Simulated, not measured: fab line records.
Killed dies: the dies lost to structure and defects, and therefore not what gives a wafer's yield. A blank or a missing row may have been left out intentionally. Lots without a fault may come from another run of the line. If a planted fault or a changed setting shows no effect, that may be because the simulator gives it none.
Which tool was responsible? | flow gf180mcu | 33 wafers from 11 lots sampled at 5 of the route's 602 steps

== WHAT THE GAUGES READ, wafer by wafer ==
GF_M5_CD_MEAS_07: target cd 280 nm. Usual: cdNm reads 279.8 nm (standard deviation 1.3).
lot  | measured     | on       | cdNm (nm)         | flag
L987 | day 26 19:48 | cdSem-01 | 280.6 280.3 279.7 | 
L988 | day 27 00:26 | cdSem-02 | 279.5 279.3 278.7 | 
L989 | day 27 12:58 | cdSem-02 | 277.6 278.3 278.8 | 
L990 | day 27 18:39 | cdSem-01 | 281.8 282.1 281.3 | 
L991 | day 28 00:40 | cdSem-02 | 281.5 281.5 281.9 | 
L992 | day 28 12:14 | cdSem-01 | 278.1 277.3 277.4 | 
L993 | day 28 16:28 | cdSem-02 | 278.3 278.7 278.7 | 
L994 | day 28 21:05 | cdSem-02 | 282.5 282.1 281.5 | 
L995 | day 29 04:56 | cdSem-01 | 281.9 281.0 282.1 | 
L102 | day 31 06:50 | cdSem-01 | 276.0 275.3 277.8 | 
L104 | day 31 18:56 | cdSem-01 | 280.1 274.8 280.5 | 

== WHAT TOOL EACH LOT RAN ON (gives the tool, then ch and the chambers of the sampled wafers, and finally the start) ==
lot  | GF_V4_SPUTTER_22            | GF_V4_CMP_26                  | GF_MIM_SPUTTER_04           | GF_M5_COAT_02
L987 | pvdSputter-01, day 25 00:41 | cmp-02 ch 0,1,3, day 25 01:01 | pvdSputter-02, day 25 01:29 | lithoTrack-01 ch 0, day 26 08:55
L988 | pvdSputter-01, day 25 05:56 | cmp-01 ch 0,2,3, day 25 06:16 | pvdSputter-04, day 25 06:45 | lithoTrack-02 ch 0, day 26 13:52
L989 | pvdSputter-04, day 25 17:29 | cmp-02 ch 0,2,3, day 25 17:55 | pvdSputter-02, day 25 18:18 | lithoTrack-04 ch 0, day 27 02:04
L990 | pvdSputter-04, day 26 00:59 | cmp-02 ch 0,2,3, day 26 01:25 | pvdSputter-01, day 26 01:47 | lithoTrack-01 ch 0, day 27 08:40
L991 | pvdSputter-04, day 26 06:26 | cmp-02 ch 0,1, day 26 07:26   | pvdSputter-02, day 26 07:55 | lithoTrack-02 ch 0, day 27 14:51
L992 | pvdSputter-04, day 26 17:50 | cmp-01 ch 0,1,3, day 26 18:13 | pvdSputter-04, day 26 18:39 | lithoTrack-02 ch 0, day 28 01:55
L993 | pvdSputter-01, day 26 23:20 | cmp-01 ch 1,3, day 26 23:40   | pvdSputter-04, day 27 00:09 | lithoTrack-01 ch 0, day 28 06:25
L994 | pvdSputter-01, day 27 03:23 | cmp-01 ch 0,2,3, day 27 03:49 | pvdSputter-01, day 27 04:11 | lithoTrack-04 ch 0, day 28 11:11
L995 | pvdSputter-04, day 27 12:50 | cmp-02 ch 2,3, day 27 13:19   | pvdSputter-02, day 27 13:45 | lithoTrack-04 ch 0, day 28 19:20
L102 | pvdSputter-04, day 29 16:26 | cmp-02 ch 0,1,3, day 29 16:56 | pvdSputter-02, day 29 17:22 | lithoTrack-04 ch 0, day 30 21:47
L104 | pvdSputter-01, day 30 06:02 | cmp-01 ch 0,2, day 30 06:29   | pvdSputter-04, day 30 06:58 | lithoTrack-04 ch 0, day 31 10:04
- GF_V4_SPUTTER_22: material TiN, target thk 10 nm, time 40 s.
- GF_V4_CMP_26: polishes, stops on SiO2, t overpolish 15 s, target thk 0 nm.
- GF_MIM_SPUTTER_04: material TiN, target thk 50 nm, time 41.7 s.
- GF_M5_COAT_02: resist thk 1000 nm.

== WHAT THE TOOLS THEMSELVES READ (means of the sampled wafers that have a number; where no wafer has one, the mark that the record gives instead) ==
GF_V4_SPUTTER_22. Usual: throttleValvePct reads 29.9 % (standard deviation 0.97).
lot  | tool          | throttleValvePct (%) | flag
L987 | pvdSputter-01 | 29.9                 | 
L988 | pvdSputter-01 | 30.3                 | 
L989 | pvdSputter-04 | 30.1                 | 
L990 | pvdSputter-04 | 28.8                 | 
L991 | pvdSputter-04 | 28.9                 | 
L992 | pvdSputter-04 | 29.3                 | 
L993 | pvdSputter-01 | 30.3                 | 
L994 | pvdSputter-01 | 30.2                 | 
L995 | pvdSputter-04 | 29.4                 | 
L102 | pvdSputter-04 | 30.4                 | 
L104 | pvdSputter-01 | 30.3                 | 

GF_V4_CMP_26. Usual: motorCurrentA 11.4 A, standard deviation 1; overpolishRunS 14.999 s, standard deviation 0.0098; timeToEndpointS 84 s, standard deviation 3.1.
lot  | tool   | motorCurrentA (A) | overpolishRunS (s) | timeToEndpointS (s) | flag
L987 | cmp-02 | 11.4              | 14.999             | 89                  | 
L988 | cmp-01 | 11.5              | 14.995             | 82                  | 
L989 | cmp-02 | 11.3              | 14.992             | 84                  | 
L990 | cmp-02 | 11.4              | 15.004             | 85                  | 
L991 | cmp-02 | 11.4              | 14.997             | 86                  | 
L992 | cmp-01 | 11.3              | 15.001             | 83                  | 
L993 | cmp-01 | 11.5              | 15.000             | 85                  | 
L994 | cmp-01 | 11.4              | 15.011             | 82                  | 
L995 | cmp-02 | 10.6              | 14.996             | 82                  | 
L102 | cmp-02 | 11.7              | 14.999             | 86                  | 
L104 | cmp-01 | 11.6              | 14.996             | 84                  | 

GF_MIM_SPUTTER_04. Usual: throttleValvePct reads 29.9 % (standard deviation 0.78).
lot  | tool          | throttleValvePct (%) | flag
L987 | pvdSputter-02 | 29.3                 | 
L988 | pvdSputter-04 | 29.4                 | 
L989 | pvdSputter-02 | 29.0                 | 
L990 | pvdSputter-01 | 30.5                 | 
L991 | pvdSputter-02 | 29.9                 | 
L992 | pvdSputter-04 | 29.4                 | 
L993 | pvdSputter-04 | 29.8                 | 
L994 | pvdSputter-01 | 30.2                 | 
L995 | pvdSputter-02 | 29.3                 | 
L102 | pvdSputter-02 | 29.5                 | 
L104 | pvdSputter-04 | 30.9                 | 

== THE ANSWER, worked out from the rows above alone ==
Rule: a lot is off if the mean of its wafers that have a number lies more than 3 standard deviations from the usual mean. A lot without any number at a reading at which 4 lots or more have one is off too. The other lots that the step has rows for count as sound. First the gauges in route order, then the tools' own readings, where a lot's mean is used as printed above. At the first step where some lot is off, the reading lying furthest off is the one used; lots without a number count as furthest.
Nothing can be told from this: no lot is off at any reading shown.

== WHAT THE SIMULATOR HAD INSERTED ==
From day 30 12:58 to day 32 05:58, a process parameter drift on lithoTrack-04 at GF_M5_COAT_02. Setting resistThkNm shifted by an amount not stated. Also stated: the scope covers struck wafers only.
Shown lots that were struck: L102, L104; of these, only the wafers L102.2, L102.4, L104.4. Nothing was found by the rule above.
